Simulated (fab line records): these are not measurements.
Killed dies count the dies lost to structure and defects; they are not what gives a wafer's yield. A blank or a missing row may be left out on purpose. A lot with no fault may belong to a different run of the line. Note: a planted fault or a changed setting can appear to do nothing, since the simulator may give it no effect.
fab line records | flow gf180mcu
record: lots: 6 | wafers: 18 | last-day: 34
route steps=602 shown M2@363
lots that met no fault: from a run of the same line without faults
start-h: hours from the record's first day to the start of the lot's first wafer shown | wait-h: time in hours since the lot's previous step | " the same as in the row above | L1.1+2: a row that stands for several wafers | - value missing, or start not given | * or withheld: withheld | < > ~ a bound
route shown NAME@n: names a module that has steps shown in the file, with the first one's number in the route | usual: mean and standard deviation over wafers with no fault | same: alike in all rows | chamber/n: place in a boat | sites: the reading at each site | _std_site: standard deviation across them | _edge_site: inner sites' mean taken away from outer sites' mean | radius-mm: for every site, how far away it sits from the centre of the wafer | mask NAME#n: copy n | behind: the last tool/chamber to shape the wafer | hold: what put the lot on hold/how long, in hours/how the hold closed | device: whichever transistor did not switch (one of n, p or np) | end of line: the same wafers' tests at the end of the route | a step with no rows: only its recipe | killed: dies lost to structure and defects at the first sort, not the wafer's yield | map: dies across one wafer; x = killed, . = not, _ = none there
set.NAME: setting as actually run; set.NAME@STEP: the setting as run at that earlier step | model.NAME: the simulator's own value behind a step, which no gauge read
lots at selected steps of the route; one table per step, one row per wafer
services: from which hour (start-h, from the record's first day; less than 0 if before it) a tool's chamber was out of use, for how many hours, and why
== steps ==
step: GF_M2_SPUTTER_01
recipe: material: TiN | target-thk-nm: 30 | power-w: 6500 | time-s: 25 | chamber-pressure-pa: 0.4
usual: throttle-valve-pct: 30.1/0.88
lot.wafer | tool           | chamber | start-h | wait-h | throttle-valve-pct
L527.1    | pvd-sputter-04 | -       | 410.80  | 0.1    | 29.5
L527.2    | "              | -       | "       | "      | 29.4
L527.5    | "              | -       | "       | "      | 31.6
L535.4    | pvd-sputter-02 | -       | 490.97  | 0.1    | 29.5
L535.5    | "              | -       | "       | "      | 29.8
L535.6    | "              | -       | "       | "      | 29.0
L542.1    | pvd-sputter-03 | -       | 557.98  | 0.1    | 29.8
L542.3    | "              | -       | "       | "      | 28.6
L542.4    | "              | -       | "       | "      | 30.7
L543.3    | pvd-sputter-02 | -       | 559.06  | 0.1    | 31.2
L543.4    | "              | -       | "       | "      | 30.9
L543.6    | "              | -       | "       | "      | 29.0
L546.1    | pvd-sputter-04 | -       | 580.83  | 0.1    | 32.0
L546.2    | "              | -       | "       | "      | 29.4
L546.5    | "              | -       | "       | "      | 29.6
L550.3    | pvd-sputter-02 | -       | 603.66  | 0.1    | 29.6
L550.4    | "              | -       | "       | "      | 29.5
L550.5    | "              | -       | "       | "      | 28.9
step: GF_M2_SPUTTER_02
recipe: material: AlCu | target-thk-nm: 450 | power-w: 10600 | time-s: 23.9 | chamber-pressure-pa: 0.4
usual: throttle-valve-pct: 30.1/0.89
lot.wafer | tool           | chamber | start-h | wait-h | throttle-valve-pct
L527.1    | pvd-sputter-04 | -       | 410.83  | 0.0    | 29.8
L527.2    | "              | -       | "       | "      | 29.7
L527.5    | "              | -       | "       | "      | 31.8
L535.4    | pvd-sputter-02 | -       | 491.00  | 0.0    | 29.6
L535.5    | "              | -       | "       | "      | 30.0
L535.6    | "              | -       | "       | "      | 28.7
L542.1    | pvd-sputter-03 | -       | 558.01  | 0.0    | 29.5
L542.3    | "              | -       | "       | "      | 29.1
L542.4    | "              | -       | "       | "      | 30.6
L543.3    | pvd-sputter-02 | -       | 559.09  | 0.0    | 30.8
L543.4    | "              | -       | "       | "      | 31.0
L543.6    | "              | -       | "       | "      | 29.1
L546.1    | pvd-sputter-04 | -       | 580.86  | 0.0    | 31.6
L546.2    | "              | -       | "       | "      | 29.2
L546.5    | "              | -       | "       | "      | 29.5
L550.3    | pvd-sputter-02 | -       | 603.69  | 0.0    | 29.5
L550.4    | "              | -       | "       | "      | 29.6
L550.5    | "              | -       | "       | "      | 29.0
step: GF_M2_SPUTTER_03
recipe: material: Ti | target-thk-nm: 10 | substrate-temp-c: 300 | chamber-pressure-pa: 0.3 | power-w: 3000 | time-s: 6.7
usual: throttle-valve-pct: 30.1/0.89
lot.wafer | tool           | chamber | start-h | wait-h | throttle-valve-pct
L527.1    | pvd-sputter-04 | -       | 410.86  | 0.0    | 29.7
L527.2    | "              | -       | "       | "      | 29.5
L527.5    | "              | -       | "       | "      | 31.8
L535.4    | pvd-sputter-02 | -       | 491.03  | 0.0    | 29.8
L535.5    | "              | -       | "       | "      | 29.6
L535.6    | "              | -       | "       | "      | 28.7
L542.1    | pvd-sputter-03 | -       | 558.04  | 0.0    | 29.6
L542.3    | "              | -       | "       | "      | 28.8
L542.4    | "              | -       | "       | "      | 30.6
L543.3    | pvd-sputter-02 | -       | 559.12  | 0.0    | 30.6
L543.4    | "              | -       | "       | "      | 31.0
L543.6    | "              | -       | "       | "      | 29.1
L546.1    | pvd-sputter-04 | -       | 580.89  | 0.0    | 31.4
L546.2    | "              | -       | "       | "      | 29.7
L546.5    | "              | -       | "       | "      | 29.4
L550.3    | pvd-sputter-02 | -       | 603.72  | 0.0    | 29.5
L550.4    | "              | -       | "       | "      | 29.7
L550.5    | "              | -       | "       | "      | 29.1
step: GF_M2_SPUTTER_04
recipe: material: TiN | target-thk-nm: 50 | power-w: 6500 | time-s: 41.7 | chamber-pressure-pa: 0.4
usual: throttle-valve-pct: 30.1/0.9
lot.wafer | tool           | chamber | start-h | wait-h | throttle-valve-pct
L527.1    | pvd-sputter-04 | -       | 410.88  | 0.0    | 29.4
L527.2    | "              | -       | "       | "      | 29.4
L527.5    | "              | -       | "       | "      | 31.7
L535.4    | pvd-sputter-02 | -       | 491.05  | 0.0    | 29.4
L535.5    | "              | -       | "       | "      | 29.6
L535.6    | "              | -       | "       | "      | 28.9
L542.1    | pvd-sputter-03 | -       | 558.06  | 0.0    | 29.5
L542.3    | "              | -       | "       | "      | 28.7
L542.4    | "              | -       | "       | "      | 30.4
L543.3    | pvd-sputter-02 | -       | 559.14  | 0.0    | 31.0
L543.4    | "              | -       | "       | "      | 30.9
L543.6    | "              | -       | "       | "      | 29.3
L546.1    | pvd-sputter-04 | -       | 580.91  | 0.0    | 31.8
L546.2    | "              | -       | "       | "      | 29.6
L546.5    | "              | -       | "       | "      | 29.8
L550.3    | pvd-sputter-02 | -       | 603.75  | 0.0    | 29.3
L550.4    | "              | -       | "       | "      | 29.6
L550.5    | "              | -       | "       | "      | 29.0
step: GF_M2_RS_MEAS_05
recipe: thk-meas-gauge: four-point-probe | reads: TiN_of_M2_SPUTTER_04+Ti_of_M2_SPUTTER_03+AlCu_of_M2_SPUTTER_02+TiN_of_M2_SPUTTER_01+Ti_of_M2_SPUTTER_00
usual: M2_ALCU_RS: 0.0694/0.00077
lot.wafer | tool          | chamber | start-h | wait-h | M2_ALCU_RS[ohm/sq]
L527.1    | film-metro-03 | -       | 410.92  | 0.0    | 0.0692
L527.2    | "             | -       | "       | "      | 0.0698
L527.5    | "             | -       | "       | "      | 0.0701
L535.4    | film-metro-01 | -       | 491.15  | 0.1    | 0.0695
L535.5    | "             | -       | "       | "      | 0.0693
L535.6    | "             | -       | "       | "      | 0.0689
L542.1    | film-metro-03 | -       | 558.10  | 0.0    | 0.0687
L542.3    | "             | -       | "       | "      | 0.0688
L542.4    | "             | -       | "       | "      | 0.0689
L543.3    | film-metro-01 | -       | 559.22  | 0.1    | 0.0697
L543.4    | "             | -       | "       | "      | 0.0701
L543.6    | "             | -       | "       | "      | 0.0694
L546.1    | film-metro-04 | -       | 580.95  | 0.0    | 0.0684
L546.2    | "             | -       | "       | "      | 0.0674
L546.5    | "             | -       | "       | "      | 0.0676
L550.3    | film-metro-04 | -       | 603.82  | 0.1    | 0.0695
L550.4    | "             | -       | "       | "      | 0.0701
L550.5    | "             | -       | "       | "      | 0.0700
step: GF_M2_THK_MEAS_06
recipe: thk-meas-gauge: xrf | reads: AlCu_of_M2_SPUTTER_02
usual: M2_ALCU_THK: 450/5.4
lot.wafer | tool          | chamber | start-h | wait-h | M2_ALCU_THK[nm]
L527.1    | film-metro-03 | -       | 411.04  | 0.1    | 453
L527.2    | "             | -       | "       | "      | 450
L527.5    | "             | -       | "       | "      | 448
L535.4    | film-metro-01 | -       | 491.24  | 0.1    | 453
L535.5    | "             | -       | "       | "      | 453
L535.6    | "             | -       | "       | "      | 456
L542.1    | film-metro-03 | -       | 558.22  | 0.1    | 461
L542.3    | "             | -       | "       | "      | 459
L542.4    | "             | -       | "       | "      | 458
L543.3    | film-metro-01 | -       | 559.32  | 0.1    | 448
L543.4    | "             | -       | "       | "      | 446
L543.6    | "             | -       | "       | "      | 448
L546.1    | film-metro-04 | -       | 581.07  | 0.1    | 455
L546.2    | "             | -       | "       | "      | 459
L546.5    | "             | -       | "       | "      | 458
L550.3    | film-metro-04 | -       | 603.92  | 0.1    | 447
L550.4    | "             | -       | "       | "      | 444
L550.5    | "             | -       | "       | "      | 447
step: GF_M2_DEHYDRATE_07
recipe: temp-c: 200 | time-s: 60
step: GF_M2_HMDS_08
recipe: prime-time-s: 60 | prime-temp-c: 120
step: GF_M2_COAT_09
recipe: resist: KrF | spin-rpm: withheld | resist-thk-nm: 1000
step: GF_M2_SOFTBAKE_10
recipe: temp-c: 130 | time-s: 60 | resist: KrF
step: GF_M2_EXPOSE_11
recipe: mask-id: Metal2 | target-cd-nm: 280 | na: 0.68 | source-shape: conventional | sigma-outer: 0.6 | dose-mj: 28
step: GF_M2_PEB_12
recipe: peb-temp-c: 135 | peb-time-s: 90 | resist: KrF
step: GF_M2_DEVELOP_13
recipe: develop-time-s: 60 | dev-temp-c: 21
usual: chill-plate-temp-C: 22.98/0.12 | develop-time-s: 60/0 | developer-temp-C: 21.01/0.1
lot.wafer | tool           | chamber | start-h | wait-h | chill-plate-temp-C | develop-time-s | developer-temp-C | model.KrF_of_M2_COAT_09.thk-nm
L527.1    | litho-track-01 | 0       | 434.30  | 0.2    | 23.03              | 60             | 21.17            | 985
L527.2    | "              | 0       | "       | "      | 23.20              | 60             | 20.99            | 985.4
L527.5    | "              | 0       | "       | "      | 22.97              | 60             | 21.05            | 989.4
L535.4    | litho-track-03 | 0       | 514.23  | 0.1    | 23.13              | 60             | 21.00            | 982.3
L535.5    | "              | 0       | "       | "      | 23.05              | 60             | 21.05            | 983.6
L535.6    | "              | 0       | "       | "      | 23.10              | 60             | 21.00            | 977.7
L542.1    | litho-track-03 | -       | 580.06  | 0.2    | -                  | -              | -                | 1003
L542.3    | "              | -       | "       | "      | -                  | -              | -                | 1002
L542.4    | "              | -       | "       | "      | -                  | -              | -                | 1001
L543.3    | litho-track-04 | -       | 580.70  | 0.1    | -                  | -              | -                | 998.4
L543.4    | "              | -       | "       | "      | -                  | -              | -                | 998.1
L543.6    | "              | -       | "       | "      | -                  | -              | -                | 996.6
L546.1    | litho-track-01 | 0       | 601.75  | 0.2    | 23.09              | 60             | 21.19            | 986
L546.2    | "              | 0       | "       | "      | 23.13              | 60             | 21.07            | 985.5
L546.5    | "              | 0       | "       | "      | 23.19              | 60             | 21.11            | 984.3
L550.3    | litho-track-03 | 0       | 624.41  | 0.1    | 23.08              | 60             | 21.08            | 985.6
L550.4    | "              | 0       | "       | "      | 22.92              | 60             | 20.82            | 985.2
L550.5    | "              | 0       | "       | "      | 23.04              | 60             | 20.90            | 985.5
step: GF_M2_CD_MEAS_14
recipe: target-cd-nm: 280
usual: cd-nm: 280.0/1.2
lot.wafer | tool      | chamber | start-h | wait-h | cd-nm
L527.1    | cd-sem-02 | -       | 434.45  | 0.1    | 278.9
L527.2    | "         | -       | "       | "      | 279.8
L527.5    | "         | -       | "       | "      | 280.1
L535.4    | cd-sem-01 | -       | 514.42  | 0.2    | 278.3
L535.5    | "         | -       | "       | "      | 279.0
L535.6    | "         | -       | "       | "      | 278.2
L542.1    | cd-sem-01 | -       | 580.21  | 0.1    | -
L542.3    | "         | -       | "       | "      | -
L542.4    | "         | -       | "       | "      | -
L543.3    | cd-sem-02 | -       | 580.84  | 0.1    | -
L543.4    | "         | -       | "       | "      | -
L543.6    | "         | -       | "       | "      | -
L546.1    | cd-sem-01 | -       | 601.90  | 0.1    | 282.5
L546.2    | "         | -       | "       | "      | 282.6
L546.5    | "         | -       | "       | "      | 281.0
L550.3    | cd-sem-01 | -       | 624.55  | 0.1    | 279.2
L550.4    | "         | -       | "       | "      | 278.8
L550.5    | "         | -       | "       | "      | 280.4
== services ==
tool           | chamber | start-h | hours | kind
pvd-sputter-03 | -       | 388.63  | 5.8   | repair
pvd-sputter-02 | 0       | 405.64  | -     | consumable-replace:kit
pvd-sputter-02 | 0       | 405.64  | 18.0  | scheduled-down
pvd-sputter-02 | 0       | 405.64  | 18.0  | vent-cycle
pvd-sputter-03 | -       | 426.83  | 0.5   | repair
pvd-sputter-04 | -       | 431.09  | 1.8   | repair
pvd-sputter-02 | -       | 497.27  | 4.7   | repair
pvd-sputter-03 | 0       | 522.52  | -     | consumable-replace:kit
pvd-sputter-03 | 0       | 522.52  | 18.0  | scheduled-down
pvd-sputter-03 | 0       | 522.52  | 18.0  | vent-cycle
pvd-sputter-03 | -       | 524.32  | 4.7   | repair
pvd-sputter-02 | 3       | 549.19  | -     | consumable-replace:kit
pvd-sputter-02 | 3       | 549.19  | 18.0  | scheduled-down
pvd-sputter-02 | 3       | 549.19  | 18.0  | vent-cycle
pvd-sputter-02 | -       | 617.38  | 1.4   | repair
== key ==
first-sign: step: GF_M2_DEVELOP_13 | reading: tool-record | direction: missing
effect none on later readings
model-effect: step: GF_M2_DEVELOP_13 | value: KrF_of_M2_COAT_09.thk-nm | without: 985 | struck: 999.9
met-at GF_M2_DEVELOP_13
struck-wafers L542.1,L542.3,L542.4,L543.3,L543.4,L543.6
later-rows-left-out L542.1,L542.3,L542.4,L543.3,L543.4,L543.6
sort-left-out L542.1,L542.3,L542.4,L543.3,L543.4,L543.6
onset-between 514.23 580.06
fault: kind: skipped-step-whole | tool: litho-track-03,litho-track-04 | chamber: - | onset-h: 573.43 | steps: GF_M2_DEVELOP_13 | scope: struck-lots-only
sort-left-out: the simulated sort isn't trusted on such a fault, so these wafers' sort isn't shown, and their yield isn't known
later-rows-left-out: the simulator's readings of these wafers behind a module that went badly wrong aren't trusted and aren't shown, but for the sort
